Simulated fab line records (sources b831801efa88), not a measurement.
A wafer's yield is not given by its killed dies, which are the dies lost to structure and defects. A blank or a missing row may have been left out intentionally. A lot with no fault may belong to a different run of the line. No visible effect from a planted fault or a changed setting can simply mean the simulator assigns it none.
fab line records	flow sky130
record lots=14	wafers=42	last_day=50
route steps=708 shown METAL5@665 PASSIVATION@681
lots that met no fault: taken from a fault-free run of the same line
start_h: the number of hours between the record's first day and the start of the first shown wafer of the lot	wait_h: hours elapsed since this lot's preceding step	" same as the row above	L1.1+2: several wafers, shown together as one row	- either no value or no given start	* or withheld: withheld	< > ~ a bound
route shown NAME@n: NAME is a module with steps in the file, n the number in the route of the first one	usual: mean and standard deviation over wafers with no fault	same: alike in all rows	chamber/n: place in a boat	sites: readings site by site	_std_site: standard deviation across them	_edge_site: inner sites' mean taken away from outer sites' mean	radius_mm: how far each site lies from the wafer's centre	mask NAME#n: copy n	behind: the most recent tool/chamber to have shaped the wafer	hold: reason for holding the lot/hours on hold/outcome of the hold	device: the transistor (n, p or np) that didn't switch	end of line: at the end of the route, the tests of the same wafers	a step given without rows: its recipe and nothing more	killed: dies that structure and defects cost at the first sort, which is not the same as the wafer's yield	map: per-die view of a wafer (x killed, . not killed, _ where there is no die)
set.NAME: the run value of the setting; set.NAME@STEP: its run value at that earlier step	model.NAME: the simulator's own value behind a step, which no gauge read
one table for each step of the route and one row for each wafer, over a sample of lots
services: the hour from which a tool's chamber was out of use, counted from the record's first day as start_h (under 0 if before that day), plus the number of hours and why
## steps
# step SKY_METAL5_SPUTTER_04
# recipe material=TiN	target_thk_nm=70	power_w=6500	time_s=58.3	chamber_pressure_pa=0.4
# usual throttle_valve_pct=30.2/1.4
lot.wafer	tool	chamber	start_h	wait_h	throttle_valve_pct
L744.2	pvd_sputter-01	-	997.96	0.0	29.0
L744.4	"	-	"	"	30.3
L744.5	"	-	"	"	30.8
L745.1	pvd_sputter-03	-	1012.67	0.0	31.0
L745.2	"	-	"	"	31.5
L745.4	"	-	"	"	27.4
L746.1	pvd_sputter-04	-	1013.48	0.0	30.5
L746.3	"	-	"	"	32.2
L746.6	"	-	"	"	29.8
L749.3	pvd_sputter-01	-	1035.99	0.0	30.2
L749.4	"	-	"	"	29.9
L749.6	"	-	"	"	29.0
L756.1	pvd_sputter-01	-	1082.41	0.0	30.1
L756.2	"	-	"	"	30.7
L756.4	"	-	"	"	29.9
L757.1	pvd_sputter-04	-	1088.51	0.0	28.6
L757.2	"	-	"	"	32.3
L757.3	"	-	"	"	30.1
L758.3	pvd_sputter-03	-	1091.25	0.0	31.0
L758.4	"	-	"	"	28.9
L758.5	"	-	"	"	27.1
L760.1	pvd_sputter-04	-	1110.90	0.0	32.1
L760.3	"	-	"	"	30.4
L760.6	"	-	"	"	30.5
L761.3	pvd_sputter-03	-	1114.89	0.0	30.9
L761.5	"	-	"	"	31.5
L761.6	"	-	"	"	29.0
L764.1	pvd_sputter-03	-	1124.10	0.0	29.0
L764.4	"	-	"	"	30.9
L764.6	"	-	"	"	31.0
L763.2	pvd_sputter-04	-	1124.29	0.0	30.1
L763.5	"	-	"	"	30.1
L763.6	"	-	"	"	30.3
L765.2	pvd_sputter-03	-	1135.40	0.0	29.1
L765.3	"	-	"	"	31.4
L765.6	"	-	"	"	31.7
L766.2	pvd_sputter-03	-	1137.59	0.0	31.6
L766.3	"	-	"	"	31.0
L766.6	"	-	"	"	31.4
L767.1	pvd_sputter-03	-	1143.17	0.0	30.9
L767.4	"	-	"	"	27.4
L767.6	"	-	"	"	31.6
# step SKY_PASSIVATION_CVD_00
# recipe material=SiO2	target_thk_nm=90	temp_c=400	time_s=withheld	rf_w=600
# usual heater_power_w=674/110
lot.wafer	tool	chamber	start_h	wait_h	heater_power_w
L744.2	pecvd-03	0	1021.43	0.0	598
L744.4	"	2	"	"	605
L744.5	"	1	"	"	629
L745.1	pecvd-02	2	1036.35	0.0	744
L745.2	"	0	"	"	682
L745.4	"	2	"	"	737
L746.1	pecvd-03	2	1037.30	0.0	608
L746.3	"	0	"	"	552
L746.6	"	2	"	"	604
L749.3	pecvd-04	1	1058.80	0.0	821
L749.4	"	2	"	"	854
L749.6	"	1	"	"	796
L756.1	pecvd-02	2	1103.64	0.0	724
L756.2	"	0	"	"	749
L756.4	"	1	"	"	607
L757.1	pecvd-04	0	1109.68	0.0	472
L757.2	"	1	"	"	793
L757.3	"	2	"	"	824
L758.3	pecvd-04	1	1112.71	0.0	836
L758.4	"	2	"	"	773
L758.5	"	1	"	"	845
L760.1	pecvd-04	0	1129.65	0.0	439
L760.3	"	1	"	"	800
L760.6	"	2	"	"	788
L761.3	pecvd-04	2	1136.99	0.0	840
L761.5	"	0	"	"	496
L761.6	"	2	"	"	869
L764.1	pecvd-02	2	1143.00	0.0	764
L764.4	"	1	"	"	673
L764.6	"	0	"	"	723
L763.2	pecvd-03	2	1143.09	0.0	594
L763.5	"	0	"	"	608
L763.6	"	2	"	"	596
L765.2	pecvd-02	1	1153.55	0.0	638
L765.3	"	0	"	"	762
L765.6	"	2	"	"	695
L766.2	pecvd-03	1	1156.41	0.0	614
L766.3	"	2	"	"	533
L766.6	"	0	"	"	576
L767.1	pecvd-04	2	1161.30	0.0	817
L767.4	"	2	"	"	839
L767.6	"	1	"	"	812
# step SKY_PASSIVATION_THK_MEAS_03
# recipe reads=Si3N4_of_PASSIVATION_CVD_02
# usual PASSIVATION_CVD_02_THK=541/7
lot.wafer	tool	chamber	start_h	wait_h	PASSIVATION_CVD_02_THK[nm]
L744.2	film_metro-04	-	1021.86	-	545
L744.4	"	-	"	"	550
L744.5	"	-	"	"	555
L745.1	film_metro-01	-	1036.67	-	532
L745.2	"	-	"	"	530
L745.4	"	-	"	"	543
L746.1	film_metro-03	-	1037.72	-	535
L746.3	"	-	"	"	537
L746.6	"	-	"	"	556
L749.3	film_metro-04	-	1059.13	-	537
L749.4	"	-	"	"	550
L749.6	"	-	"	"	544
L756.1	film_metro-01	-	1103.95	-	536
L756.2	"	-	"	"	538
L756.4	"	-	"	"	541
L757.1	film_metro-01	-	1109.99	-	540
L757.2	"	-	"	"	536
L757.3	"	-	"	"	537
L758.3	film_metro-04	-	1113.03	-	533
L758.4	"	-	"	"	543
L758.5	"	-	"	"	532
L760.1	film_metro-01	-	1129.96	-	540
L760.3	"	-	"	"	546
L760.6	"	-	"	"	546
L761.3	film_metro-03	-	1137.32	-	537
L761.5	"	-	"	"	541
L761.6	"	-	"	"	545
L764.1	film_metro-01	-	1143.30	-	542
L764.4	"	-	"	"	555
L764.6	"	-	"	"	544
L763.2	film_metro-04	-	1143.41	-	539
L763.5	"	-	"	"	549
L763.6	"	-	"	"	540
L765.2	film_metro-04	-	1153.87	-	538
L765.3	"	-	"	"	528
L765.6	"	-	"	"	538
L766.2	film_metro-04	-	1156.73	-	534
L766.3	"	-	"	"	544
L766.6	"	-	"	"	541
L767.1	film_metro-01	-	1161.61	-	537
L767.4	"	-	"	"	552
L767.6	"	-	"	"	548
# step SKY_PASSIVATION_ETCH_11
# recipe chemistry=CF4/O2	target_depth_nm=725	stop_on=AlCu	source_w=800	bias_w=150	pressure_mtorr=150	cf4_flow_sccm=80	O2_flow_sccm=10	time_s=161.1
# usual drypump_motor_current_A=5.8/0.42	oes_product_au=0.977/0.0066	throttle_valve_pct=5.964/0.0097
lot.wafer	tool	chamber	start_h	wait_h	drypump_motor_current_A	oes_product_au	rf_hours_counter_h	throttle_valve_pct
L744.2	rie_diel-02	1	1043.94	-	6.2	0.975	21	5.965
L744.4	"	0	"	"	5.6	0.976	18	5.947
L744.5	"	3	"	"	6.2	0.981	-	5.967
L745.1	rie_diel-03	3	1058.89	-	6.2	0.977	24	5.958
L745.2	"	0	"	"	6.1	0.966	27	5.957
L745.4	"	1	"	"	5.0	0.982	9	5.968
L746.1	rie_diel-02	2	1059.29	-	5.6	0.971	18	5.979
L746.3	"	3	"	"	6.2	0.974	20	5.967
L746.6	"	3	"	"	6.2	0.976	-	5.973
L749.3	rie_diel-03	1	1079.59	-	5.1	0.985	10	5.960
L749.4	"	0	"	"	6.1	0.797	28	5.903
L749.6	"	0	"	"	6.2	0.785	-	5.918
L756.1	rie_diel-03	3	1122.69	-	6.2	0.968	26	5.981
L756.2	"	2	"	"	5.4	0.978	18	5.970
L756.4	"	0	"	"	6.2	0.789	29	5.900
L757.1	rie_diel-04	2	1128.64	-	5.4	0.976	18	5.962
L757.2	"	1	"	"	5.9	0.978	11	5.957
L757.3	"	0	"	"	6.5	0.973	30	5.980
L758.3	rie_diel-04	0	1131.44	-	6.5	0.970	31	5.959
L758.4	"	3	"	"	5.9	0.980	23	5.954
L758.5	"	0	"	"	6.5	0.965	-	5.984
L760.1	rie_diel-02	3	1147.89	-	6.2	0.970	24	5.946
L760.3	"	1	"	"	6.2	0.988	2	5.976
L760.6	"	3	"	"	6.2	0.980	-	5.964
L761.3	rie_diel-02	2	1154.74	-	5.6	0.968	21	5.970
L761.5	"	3	"	"	6.2	0.977	-	5.968
L761.6	"	2	"	"	5.6	0.979	-	5.966
L764.1	rie_diel-04	0	1160.94	-	6.4	0.979	32	5.951
L764.4	"	3	"	"	5.8	0.980	24	5.957
L764.6	"	0	"	"	6.4	0.983	-	5.943
L763.2	rie_diel-02	2	1161.24	-	5.6	0.963	22	5.952
L763.5	"	2	"	"	5.6	0.981	-	5.964
L763.6	"	3	"	"	6.2	0.980	-	5.968
L765.2	rie_diel-03	2	1171.64	-	5.4	0.972	20	5.971
L765.3	"	0	"	"	6.2	0.968	0	5.965
L765.6	"	0	"	"	6.2	0.976	-	5.979
L766.2	rie_diel-03	0	1173.92	-	6.2	0.971	1	5.963
L766.3	"	2	"	"	5.4	0.989	20	5.973
L766.6	"	1	"	"	5.1	0.986	-	5.965
L767.1	rie_diel-03	3	1178.87	-	6.2	0.977	28	5.969
L767.4	"	1	"	"	5.1	0.984	-	5.965
L767.6	"	3	"	"	6.2	0.981	-	5.960
# step SKY_PASSIVATION_STRIP_12
# recipe chemistry=O2/N2	power_w=1400	pressure_mtorr=1500	platen_temp_c=withheld	overash_fraction=0.7	o2_flow_sccm=3000	n2_flow_sccm=300
# usual drypump_motor_current_A=5.7/0.34	oes_product_au=0.660/0.0044	strip_time_to_endpoint_s=31.55/0.14
# same overash_fraction=0.7
lot.wafer	tool	chamber	start_h	wait_h	drypump_motor_current_A	oes_product_au	rf_hours_counter_h	strip_time_to_endpoint_s
L744.2	plasma_asher-01	0	1044.04	0.1	5.9	0.663	31	31.62
L744.4	"	0	"	"	5.9	0.666	-	31.83
L744.5	"	1	"	"	5.4	0.661	-	31.64
L745.1	plasma_asher-04	1	1059.00	0.1	5.5	0.658	96	31.53
L745.2	"	0	"	"	5.6	0.655	96	31.45
L745.4	"	0	"	"	5.6	0.658	-	31.46
L746.1	plasma_asher-01	1	1059.39	0.1	5.3	0.654	33	31.64
L746.3	"	1	"	"	5.3	0.661	-	31.62
L746.6	"	1	"	"	5.3	0.658	-	31.69
L749.3	plasma_asher-01	0	1079.73	0.1	5.9	0.665	-	31.53
L749.4	"	1	"	"	5.4	0.665	-	33.48
L749.6	"	1	"	"	5.3	0.659	-	33.55
L756.1	plasma_asher-04	0	1122.80	0.1	5.6	0.671	102	31.78
L756.2	"	1	"	"	5.5	0.653	102	31.63
L756.4	"	0	"	"	5.6	0.663	-	33.51
L757.1	plasma_asher-04	0	1128.75	0.1	5.6	0.655	102	31.57
L757.2	"	1	"	"	5.5	0.651	102	31.45
L757.3	"	0	"	"	5.5	0.659	-	31.36
L758.3	plasma_asher-03	1	1131.58	0.1	6.4	0.659	-	31.67
L758.4	"	0	"	"	5.5	0.661	-	31.72
L758.5	"	0	"	"	5.5	0.654	-	31.78
L760.1	plasma_asher-03	1	1148.00	0.1	6.4	0.659	8	31.63
L760.3	"	1	"	"	6.4	0.656	-	31.39
L760.6	"	0	"	"	5.5	0.658	-	31.65
L761.3	plasma_asher-01	1	1154.88	0.1	5.4	0.658	-	31.67
L761.5	"	1	"	"	5.3	0.665	-	31.57
L761.6	"	0	"	"	5.9	0.656	-	31.79
L764.1	plasma_asher-04	1	1161.05	0.1	5.5	0.659	105	31.59
L764.4	"	0	"	"	5.5	0.663	-	31.64
L764.6	"	1	"	"	5.5	0.656	-	31.53
L763.2	plasma_asher-03	0	1161.35	0.1	5.5	0.668	9	31.68
L763.5	"	0	"	"	5.5	0.666	-	31.69
L763.6	"	1	"	"	6.4	0.662	-	31.70
L765.2	plasma_asher-01	1	1171.75	0.1	5.3	0.650	44	31.40
L765.3	"	1	"	"	5.4	0.665	-	31.51
L765.6	"	1	"	"	5.3	0.661	-	31.52
L766.2	plasma_asher-01	1	1174.03	0.1	5.3	0.661	44	31.54
L766.3	"	1	"	"	5.3	0.657	-	31.39
L766.6	"	1	"	"	5.3	0.662	-	31.57
L767.1	plasma_asher-03	0	1178.98	0.1	5.6	0.669	12	31.34
L767.4	"	1	"	"	6.4	0.659	-	31.31
L767.6	"	0	"	"	5.5	0.650	-	31.26
## services
tool	chamber	start_h	hours	kind
rie_diel-04	2	976.58	4.3	repair
plasma_asher-01	-	977.68	5.4	repair
rie_diel-04	-	981.74	0.4	repair
pecvd-03	-	982.54	1.3	repair
pvd_sputter-03	-	986.14	23.3	repair
plasma_asher-04	-	990.86	10.1	repair
pvd_sputter-04	-	1000.32	8.0	repair
rie_diel-02	1	1001.89	4.4	repair
pecvd-02	1	1020.02	2.4	repair
plasma_asher-03	-	1029.72	0.8	repair
pvd_sputter-01	-	1046.73	9.5	repair
plasma_asher-03	-	1055.25	9.0	pm
rie_diel-03	-	1065.28	2.8	pm
pecvd-03	-	1065.61	0.6	repair
pecvd-03	0	1076.62	7.2	repair
pecvd-03	1	1077.68	6.0	repair
plasma_asher-04	-	1095.76	1.4	repair
plasma_asher-04	-	1116.10	4.3	repair
rie_diel-02	0	1131.70	22.4	repair
pecvd-03	-	1134.57	6.0	pm
pecvd-02	-	1143.92	2.5	repair
pecvd-02	0	1144.07	4.8	repair
pvd_sputter-04	-	1145.49	1.1	repair
rie_diel-03	3	1164.76	11.5	repair
## key
first_sign step=SKY_PASSIVATION_ETCH_11	reading=oes_product_au	direction=down	sigmas=28	usual=0.977	struck=0.790
effect step=SKY_PASSIVATION_ETCH_11	reading=throttle_valve_pct	direction=down	sigmas=5.8	usual=5.964	struck=5.907
effect step=SKY_PASSIVATION_STRIP_12	reading=strip_time_to_endpoint_s	direction=up	sigmas=14	usual=*	struck=*
met_at SKY_PASSIVATION_ETCH_11
struck_lots L749,L756
struck_wafers L749.4,L749.6,L756.4
later_rows_left_out L749.4,L749.6,L756.4
sort_left_out L749.4,L749.6,L756.4
not_acting_at SKY_METAL5_SPUTTER_04,SKY_PASSIVATION_CVD_00,SKY_PASSIVATION_THK_MEAS_03
onset_between 1058.89 1079.59
fault kind=process_parameter_drift	tool=rie_diel-03	chamber=0	onset_h=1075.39	steps=SKY_PASSIVATION_ETCH_11	channel=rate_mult	offset=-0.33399	shape=step	end_h=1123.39
# sort_left_out: the simulated sort isn't trusted on such a fault, so these wafers' sort isn't shown, and their yield isn't known
# later_rows_left_out: the simulator's readings of these wafers behind a module that went badly wrong aren't trusted and aren't shown, but for the sort
